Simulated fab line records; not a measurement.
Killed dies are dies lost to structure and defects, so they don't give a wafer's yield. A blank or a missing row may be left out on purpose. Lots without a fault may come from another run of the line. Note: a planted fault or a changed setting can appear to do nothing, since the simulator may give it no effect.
What tool caused it?    flow sky130    12 lots, 36 wafers sampled, at 5 steps of a route of 708

WHAT THE GAUGES READ, wafer by wafer
SKY_SD_P_OVL_MEAS_08.
lot   measured      on          SD_P_OVL (nm)
L777  day 26 01:59  overlay-01  2.6 1.6 1.7
L778  day 26 17:13  overlay-01  -0.4 1.2 0.8
L780  day 27 09:36  overlay-02  -2.2 -2.5 -1.8
L781  day 27 18:33  overlay-02  2.0 1.0 1.0
L788  day 30 11:10  overlay-02  0.4 2.0 1.0
L791  day 31 01:59  overlay-01  0.0 -1.2 0.4
L792  day 31 07:32  overlay-01  1.8 1.0 0.2
L793  day 31 22:00  overlay-01  36.4 35.2 35.1 35.5 34.3 34.5
L794  day 31 23:16  overlay-02  37.6 38.5 37.2 37.0 37.4 36.8
L795  day 32 13:59  overlay-02  1.1 1.5 1.8
L796  day 32 16:26  overlay-02  40.0 37.0 37.8 39.1 36.9 37.1
L797  day 33 00:02  overlay-02  -1.6 -0.4 0.1

SKY_RES_XHIGH_TW_MEAS_09.
lot   measured      on             RES_XHIGH_TW
L777  day 27 07:10  film_metro-01  1660 1664 1657
L778  day 27 22:13  film_metro-04  1653 1646 1648
L780  day 28 14:38  film_metro-01  1659 1657 1652
L781  day 28 23:44  film_metro-01  1659 1658 1656
L788  day 31 15:19  film_metro-03  1651 1645 1652
L791  day 32 05:22  film_metro-04  1651 1648 1643
L792  day 32 10:10  film_metro-04  1642 1644 1649
L793  day 33 01:46  film_metro-01  1639 1645 1643
L794  day 33 02:53  film_metro-01  1639 1641 1637
L795  day 33 17:33  film_metro-01  1639 1647 1631
L796  day 33 19:34  film_metro-03  1662 1658 1670
L797  day 34 02:31  film_metro-04  1648 1652 1657

SKY_SD_N_CD_MEAS_07 targets a cd of 380 nm.
lot   measured      on         cd_nm (nm)
L777  day 28 11:16  cd_sem-01  377.8 376.8 377.8
L778  day 29 02:49  cd_sem-01  384.7 384.6 385.0
L780  day 29 18:53  cd_sem-02  379.7 378.2 380.2
L781  day 30 04:20  cd_sem-02  376.8 377.9 380.3
L788  day 32 18:16  cd_sem-01  379.3 378.6 377.5
L791  day 33 08:11  cd_sem-01  382.7 381.1 383.9
L792  day 33 12:19  cd_sem-02  382.4 381.7 382.0
L793  day 34 04:26  cd_sem-02  383.0 378.3 381.7
L794  day 34 05:44  cd_sem-01  381.2 383.8 383.8
L795  day 34 19:25  cd_sem-01  378.3 377.7 377.0
L796  day 34 21:34  cd_sem-02  376.2 378.2 377.9
L797  day 35 04:52  cd_sem-02  376.3 376.4 376.8

TOOL THAT RAN EACH LOT (tool first, then ch and the chambers of the sampled wafers, then the start)
lot   SKY_LDD_HVP_STRIP_09                  SKY_SD_P_EXPOSE_04
L777  plasma_asher-02 ch 0,1, day 22 06:40  iline_stepper-01 ch 0, day 25 10:55
L778  plasma_asher-03 ch 0,1, day 22 22:10  iline_stepper-01 ch 0, day 26 03:52
L780  plasma_asher-03 ch 1, day 23 15:01    iline_stepper-02 ch 0, day 26 18:23
L781  plasma_asher-01 ch 0,1, day 24 00:32  iline_stepper-01 ch 0, day 27 03:58
L788  plasma_asher-01 ch 0,1, day 26 17:58  iline_stepper-01 ch 0, day 29 21:26
L791  plasma_asher-03 ch 0,1, day 27 11:25  iline_stepper-02 ch 0, day 30 12:52
L792  plasma_asher-01 ch 0,1, day 27 15:45  iline_stepper-01 ch 0, day 30 17:16
L793  plasma_asher-02 ch 0,1, day 28 06:57  iline_stepper-01 ch 0, day 31 09:02
L794  plasma_asher-01 ch 0,1, day 28 07:49  iline_stepper-01 ch 0, day 31 10:10
L795  plasma_asher-01 ch 0,1, day 28 21:59  iline_stepper-02 ch 0, day 31 23:26
L796  plasma_asher-01 ch 0,1, day 28 23:19  iline_stepper-01 ch 0, day 32 02:19
L797  plasma_asher-02 ch 0,1, day 29 10:46  iline_stepper-02 ch 0, day 32 10:30
- SKY_LDD_HVP_STRIP_09: strips in O2/N2.
- SKY_SD_P_EXPOSE_04: exposes mask PSDM, target cd 380 nm.

AS READ BY THE TOOLS THEMSELVES (means over the sampled wafers that have a number; for cases with no such wafer, the mark the record gives instead)
SKY_LDD_HVP_STRIP_09.
lot   tool             drypump_motor_current_A (A)  n2_flow_sccm (sccm)  oes_product_au (a.u.)  strip_time_to_endpoint_s (s)
L777  plasma_asher-02  5.55                         299.8                0.409                  4.144
L778  plasma_asher-03  5.32                         300.0                0.415                  4.130
L780  plasma_asher-03  5.15                         300.7                0.407                  4.136
L781  plasma_asher-01  5.74                         300.6                0.405                  4.128
L788  plasma_asher-01  5.93                         300.5                0.408                  4.138
L791  plasma_asher-03  5.35                         300.2                0.405                  4.153
L792  plasma_asher-01  5.77                         299.3                0.411                  4.146
L793  plasma_asher-02  5.55                         300.3                0.406                  4.141
L794  plasma_asher-01  5.91                         299.9                0.407                  4.133
L795  plasma_asher-01  5.94                         300.6                0.410                  4.132
L796  plasma_asher-01  5.76                         301.0                0.410                  4.147
L797  plasma_asher-02  5.55                         300.6                0.410                  4.138

THE ANSWER, worked out from the rows above alone
Rule: the lots themselves supply what counts as usual. The widest of any qualifying gaps counts: lots, ordered by their means at a reading, are off when they make up no more than a third of the lots, leave a main group of 4 or more, and stand apart from it by 3 or more times the standard deviation of that group's means. If all means in a main group match to the digits the tables above print for the reading, that group is not used. Also off: a lot with no number at a reading for which 4 or more lots have one. Where the step has rows for the other lots, those lots are counted as sound. Order of review: gauges by route order, followed by the tools' own readings, for which a lot's mean as printed above is used. The first step at which some lot is off is used, and at that step the reading that is off furthest; a lot without a number counts as furthest.
Off: L793, L794, L796, at SKY_SD_P_OVL_MEAS_08 (SD_P_OVL). The main group has a mean of 0.5 nm with a standard deviation of 1.2.
A tool fits if, at a process step before that reading, it ran every lot that is off, and no sound lot after the first of them. The gauges at SKY_SD_P_OVL_MEAS_08 are tried like those tools. One fits: SKY_SD_P_EXPOSE_04 on iline_stepper-01. A fault onset in the window from L792 (day 30 17:16, its last sound lot) to L793 (day 31 09:02, its first lot off) fits.

WHAT THE SIMULATOR PUT IN
Scanner matching overlay: iline_stepper-01, from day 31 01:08 on, at SKY_SD_P_EXPOSE_04. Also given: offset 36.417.
Lots struck among those shown: L793, L794, L796. The rule above reached the same finding.
